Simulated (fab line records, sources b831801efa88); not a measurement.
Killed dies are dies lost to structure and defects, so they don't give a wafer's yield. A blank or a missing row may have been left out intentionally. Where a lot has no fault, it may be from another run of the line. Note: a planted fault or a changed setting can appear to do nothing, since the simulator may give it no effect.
Which of the tools did it?	flow sky130	14 lots with 41 wafers sampled at 3 steps, on a route of 708 steps

WHAT THE GAUGES READ, wafer by wafer
SKY_SD_N_RS_MEAS_16: the measuring method here is four-point-probe.
lot	measured	on	SD_N_RS (ohm/sq)
L887	day 29 05:08	film-metro-02	68.41 68.29 68.58
L890	day 30 07:55	film-metro-03	68.41 68.48 68.54
L889	day 30 08:12	film-metro-02	68.38 68.43 68.44
L892	day 30 11:11	film-metro-02	68.56 68.62 68.56
L891	day 31 01:05	film-metro-01	68.18 68.31 68.29
L893	day 31 10:14	film-metro-01	68.25 68.28 68.41
L894	day 31 13:22	film-metro-02	68.41 68.53 68.33
L896	day 31 22:32	film-metro-02	68.42 68.43 68.51
L895	day 32 01:04	film-metro-02	68.46 68.64 68.48
L897	day 33 07:29	film-metro-02	68.42 68.45 68.46
L902	day 33 08:58	film-metro-01	68.55 68.46
L905	day 34 03:38	film-metro-03	68.39 68.40 68.40
L908	day 35 02:41	film-metro-01	68.35 68.44 68.28
L909	day 35 07:41	film-metro-03	68.56 68.58 68.38

SKY_LI_CONTACT_THK_MEAS_01.
lot	measured	on	LI_CONTACT_HDPCVD_THK (nm)
L887	day 29 05:37	film-metro-01	936 934 929
L890	day 30 08:23	film-metro-03	939 936 931
L889	day 30 08:47	film-metro-01	917 925 922
L892	day 30 11:40	film-metro-01	925 918 940
L891	day 31 01:34	film-metro-01	944 932 935
L893	day 31 10:43	film-metro-01	939 939 938
L894	day 31 13:59	film-metro-02	920 912 917
L896	day 31 22:59	film-metro-01	943 936 942
L895	day 32 01:32	film-metro-02	944 939 941
L897	day 33 07:56	film-metro-01	922 932 920
L902	day 33 09:25	film-metro-02	932 943
L905	day 34 04:08	film-metro-01	928 916 918
L908	day 35 03:10	film-metro-03	947 930 922
L909	day 35 08:10	film-metro-01	933 939 941

SKY_LI_CONTACT_BOW_MEAS_03.
lot	measured	on	LI_CONTACT_BOW (um)
L887	day 29 05:58	film-metro-01	47 36 45
L890	day 30 08:46	film-metro-02	49 53 52
L889	day 30 09:09	film-metro-01	55 45 49
L892	day 30 12:02	film-metro-01	58 62 62
L891	day 31 01:56	film-metro-01	53 59 57
L893	day 31 11:04	film-metro-01	61 51 65
L894	day 31 14:21	film-metro-02	63 53 48
L896	day 31 23:22	film-metro-02	58 57 51
L895	day 32 01:54	film-metro-03	59 53 56
L897	day 33 08:19	film-metro-01	49 66 62
L902	day 33 09:49	film-metro-03	50 56
L905	day 34 04:29	film-metro-02	51 51 56
L908	day 35 03:32	film-metro-01	53 53 51
L909	day 35 08:32	film-metro-03	69 60 56

EACH LOT AND THE TOOL THAT RAN IT (in order: tool; ch and the chambers of the sampled wafers; start)
Before these readings, the record contains no process step.

WHAT THE TOOLS THEMSELVES READ (means of the sampled wafers that have a number; where no wafer has one, the mark that the record gives instead)
The record holds no such reading with a usual standard deviation.

THE ANSWER, worked out from the rows above alone
Rule: the lots themselves supply what counts as usual. The widest of any qualifying gaps counts: lots, ordered by their means at a reading, are off when they make up no more than a third of the lots, leave a main group of 4 or more, and stand apart from it by 3 or more times the standard deviation of that group's means. The tables above print the reading to a certain number of digits; a main group whose means all agree to those digits is not used. Also off: a lot with no number at a reading for which 4 or more lots have one. The other lots that the step has rows for count as sound. First the gauges in route order, then the tools' own readings, where a lot's mean is used as printed above. At the first step where some lot is off, the reading lying furthest off is the one used; lots without a number count as furthest.
Across all readings shown, no lot is off: no conclusion can be drawn from this.

WHAT WAS PUT IN BY THE SIMULATOR
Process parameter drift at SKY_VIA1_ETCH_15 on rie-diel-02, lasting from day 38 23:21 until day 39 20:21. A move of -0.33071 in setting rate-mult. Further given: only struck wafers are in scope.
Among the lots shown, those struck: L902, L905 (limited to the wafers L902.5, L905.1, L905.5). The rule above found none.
